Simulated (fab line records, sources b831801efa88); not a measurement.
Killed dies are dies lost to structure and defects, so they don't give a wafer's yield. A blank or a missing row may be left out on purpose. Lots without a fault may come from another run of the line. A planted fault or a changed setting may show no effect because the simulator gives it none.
One fault seen from 2 desks | flow sky130 | each desk has only its own numbers; what lay behind them comes last

THE TOOL OWNER'S DESK: pvd_sputter-02
The tool's own readings at SKY_METAL5_SPUTTER_03 (material Ti, target thk 5 nm, time 3.3 s): means of the sampled wafers that have a number, for each lot that ran on this tool. A lot is out of limits, marked OUT, if its mean lies more than 4 standard deviations from the usual mean; the brackets give that distance.
Columns: A = throttle_valve_pct at SKY_METAL5_SPUTTER_03, usual 30.6 %
lot  | first seen here | A
L901 | day 43 12:26    | 30.0
L903 | day 44 05:41    | 30.1
L904 | day 44 09:17    | 30.4
L906 | day 44 23:04    | 29.9
L908 | day 45 06:23    | 30.4
This desk's finding: nothing out of limits on any of the 5 lots.

THE METROLOGY DESK
What the gauges read, lot by lot, whatever tool the lot ran on: means of the sampled wafers that have a number. A lot is out of limits, marked OUT, if its mean lies more than 4 standard deviations from the usual mean; the brackets give that distance.
Columns: A = VIA4_W_THK at SKY_VIA4_THK_MEAS_20, usual 504 nm
lot  | first seen here | A
L900 | day 43 07:47    | 504
L901 | day 43 11:59    | 504
L903 | day 44 05:14    | 497
L904 | day 44 08:50    | 500
L905 | day 44 10:45    | 499
L906 | day 44 22:37    | 503
L908 | day 45 05:47    | 512
L913 | day 46 11:51    | 508
L914 | day 46 16:39    | 506
L915 | day 46 23:02    | 508
L917 | day 47 08:00    | 506
L919 | day 47 20:34    | 505
L920 | day 47 23:40    | 502
L923 | day 48 18:35    | 501
This desk's finding: nothing out of limits on any of the 14 lots.

PUT TOGETHER
The tool owner's desk saw nothing out of limits.
The metrology desk saw nothing out of limits.

WHAT THE SIMULATOR HAD PUT IN
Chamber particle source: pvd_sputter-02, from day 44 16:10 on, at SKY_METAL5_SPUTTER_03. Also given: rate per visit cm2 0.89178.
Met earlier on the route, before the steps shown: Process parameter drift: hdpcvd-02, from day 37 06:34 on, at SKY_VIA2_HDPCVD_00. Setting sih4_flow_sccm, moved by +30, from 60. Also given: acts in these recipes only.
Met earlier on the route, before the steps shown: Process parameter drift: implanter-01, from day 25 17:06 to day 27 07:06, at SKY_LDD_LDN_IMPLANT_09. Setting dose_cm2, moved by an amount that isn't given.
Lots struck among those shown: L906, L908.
